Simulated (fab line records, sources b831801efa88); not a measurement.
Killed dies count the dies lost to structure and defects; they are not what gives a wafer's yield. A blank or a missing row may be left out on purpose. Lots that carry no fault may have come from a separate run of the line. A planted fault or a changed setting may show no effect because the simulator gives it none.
A struck lot beside a sound one | flow sky130 | 23 out of 708 route steps
Sound: the wafers L437.1, L437.4, L437.5. Struck: wafers L453.1, L453.3, L453.4. The cause comes at the end.
For every step that has rows: the tool of each side, followed by ch and its chambers, followed by its first start. Under that, the readings that differ: sound wafers | struck wafers | difference of the means | sigmas: that difference in standard deviations of wafers without a fault.
alike: a reading whose means differ by less than 2 such deviations, as well as words and numbers matching on both sides. not compared: withheld readings; readings where some wafer has no value; bounds like >300 that might hide an equal value; numbers whose values overlap and for which the record gives no deviation.
The two part at a step that has a row with sigmas, a row that says differs or no value, or rows on one side only. Non-overlapping numbers with no deviation appear without sigmas and do not part them. Lack of a reading on every wafer of one side parts them only where that side has two or more wafers.

first, 1 step without rows for these wafers: SKY_CAP2M_DEVELOP_11 (develop time 60 s).
SKY_CAP2M_OVL_MEAS_12:
  sound on overlay-01 at day 42 15:05; struck on overlay-02 at day 46 17:53
  alike: CAP2M_OVL
SKY_CAP2M_METAL_ETCH_13: etches TiN in Cl2/BCl3, stops on SiO2, target depth 220 nm, time 62.9 s.
  sound on rieMetal-02 ch 0,1, day 42 15:07; struck on rieMetal-04 ch 0,1, day 46 17:55
  alike: drypumpMotorCurrentA, oesProductAu, throttleValvePct
  not compared: rfHoursCounterH
SKY_CAP2M_STRIP_14: strips in O2/N2.
  sound on plasmaAsher-03 ch 0,1, day 42 15:12; struck on plasmaAsher-03 ch 0,1, day 46 18:00
  alike: drypumpMotorCurrentA, oesProductAu, stripTimeToEndpointS
  not compared: rfHoursCounterH
then, 8 steps without rows for these wafers: SKY_CAP2M_STRIP_15 (strips in post etch residue remover, time 1200 s); SKY_CAP2M_CLEAN_16 (cleans in IPA, time 180 s); SKY_CAP2M_CLEAN_17 (cleans in O3/DIW); SKY_METAL4_DEHYDRATE_05 (time 60 s); SKY_METAL4_HMDS_06 (prime time 60 s); SKY_METAL4_COAT_07 (resist thk 60 nm); SKY_METAL4_COAT_08 (resist thk 1140 nm); SKY_METAL4_SOFTBAKE_09 (time 90 s).
SKY_METAL4_EXPOSE_10: exposes mask MM4, target cd 300 nm.
  sound on krfScanner-02 ch 0, day 43 03:33; struck on krfScanner-02 ch 0, day 47 04:38
reading           | sound                | struck               | difference | sigmas
exposureDoseMJCm2 | 27.993 27.989 28.009 | 29.636 29.609 29.641 | +1.632     | +63
  alike: mask
then, 2 steps without rows for these wafers: SKY_METAL4_PEB_11; SKY_METAL4_DEVELOP_12 (develop time 60 s).
SKY_METAL4_CD_MEAS_13: target cd 300 nm.
  sound on cdSem-02 at day 43 14:40; struck on cdSem-02 at day 47 14:53
reading   | sound             | struck            | difference | sigmas
cdNm (nm) | 300.2 301.3 301.6 | 287.8 288.2 286.5 | -13.5      | -10
SKY_METAL4_OVL_MEAS_14:
  sound on overlay-02 at day 43 14:47; struck on overlay-02 at day 47 15:00
  alike: METAL4_OVL
SKY_METAL4_DESCUM_15: chemistry O2, time 8 s.
  sound on rieMetal-01 ch 1, day 43 14:49; struck on rieMetal-02 ch 0,1, day 47 15:02
reading                | sound             | struck            | difference | sigmas
model.METAL4.cdNm (nm) | 299.9 301.1 301.4 | 288.1 288.3 286.4 | -13.2      | 
  alike: drypumpMotorCurrentA, oesProductAu
  not compared: rfHoursCounterH
SKY_METAL4_ETCH_16: etches BARC in N2/H2, stops on SiO2, time 88.2 s, target depth 60 nm.
  sound on rieMetal-01 ch 1, day 43 14:51; struck on rieMetal-02 ch 0,1, day 47 15:04
  alike: drypumpMotorCurrentA, h2FlowSccm, oesProductAu, throttleValvePct
  not compared: rfHoursCounterH
SKY_METAL4_ETCH_17: etches SiO2 in C4F8/O2/Ar, stops on TiN, time 3.9 s, target depth 15 nm.
  sound on rieDiel-04 ch 0,1, day 43 14:57; struck on rieDiel-01 ch 1,2,3, day 47 15:10
  alike: oesProductAu
SKY_METAL4_METAL_ETCH_18: etches the open film in Cl2/BCl3, stops on SiO2, target depth 845 nm, time 183.1 s.
  sound on rieMetal-02 ch 0,1, day 43 14:58; struck on rieMetal-02 ch 0,1, day 47 15:11
reading                | sound             | struck            | difference | sigmas
model.METAL4.cdNm (nm) | 310.2 314.1 309.9 | 291.5 300.9 280.4 | -20.5      | 
  alike: drypumpMotorCurrentA, oesProductAu, throttleValvePct
  not compared: rfHoursCounterH
SKY_METAL4_STRIP_19: strips in O2/N2.
  sound on plasmaAsher-04 ch 0,1, day 43 15:09; struck on plasmaAsher-04 ch 0,1, day 47 15:22
  alike: drypumpMotorCurrentA, oesProductAu, stripTimeToEndpointS
  not compared: rfHoursCounterH
-- the record jumps here: 3 days lie between the struck wafers' starts before and after (it left off in module METAL4 and takes up again in module PAD_OPEN, whose first step shown is number 708 of the route) --
SKY_PAD_OPEN_PROBE_99:
  sound on prober-02 at day 47 10:40; struck on prober-02 at day 50 19:35
reading                       | sound             | struck            | difference | sigmas
killed_at_M4_up               | 4 1 2             | 8 5 6             | +4         | +2
model.etest.met4.widthNm (nm) | 309.6 311.8 309.5 | 292.4 301.7 279.8 | -19.0      | 
  alike: defectLimitedYield, killed_at_M0_to_M3, killedAtContacts, killedAtFrontEnd, killedAtOther, killedDies, killedOpen, killedShort, sort_bin_3_pad_short, sort_bin_5_function, sort_bin_6_memory, sortNPass, sortYieldPct

WHERE THEY PART
At SKY_METAL4_EXPOSE_10 first; at SKY_PAD_OPEN_PROBE_99 last (within this record only).

WHY: the cause the simulator had injected
Drift in process parameters on krfScanner-02 at SKY_METAL4_EXPOSE_10, starting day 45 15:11. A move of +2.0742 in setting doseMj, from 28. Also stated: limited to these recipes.
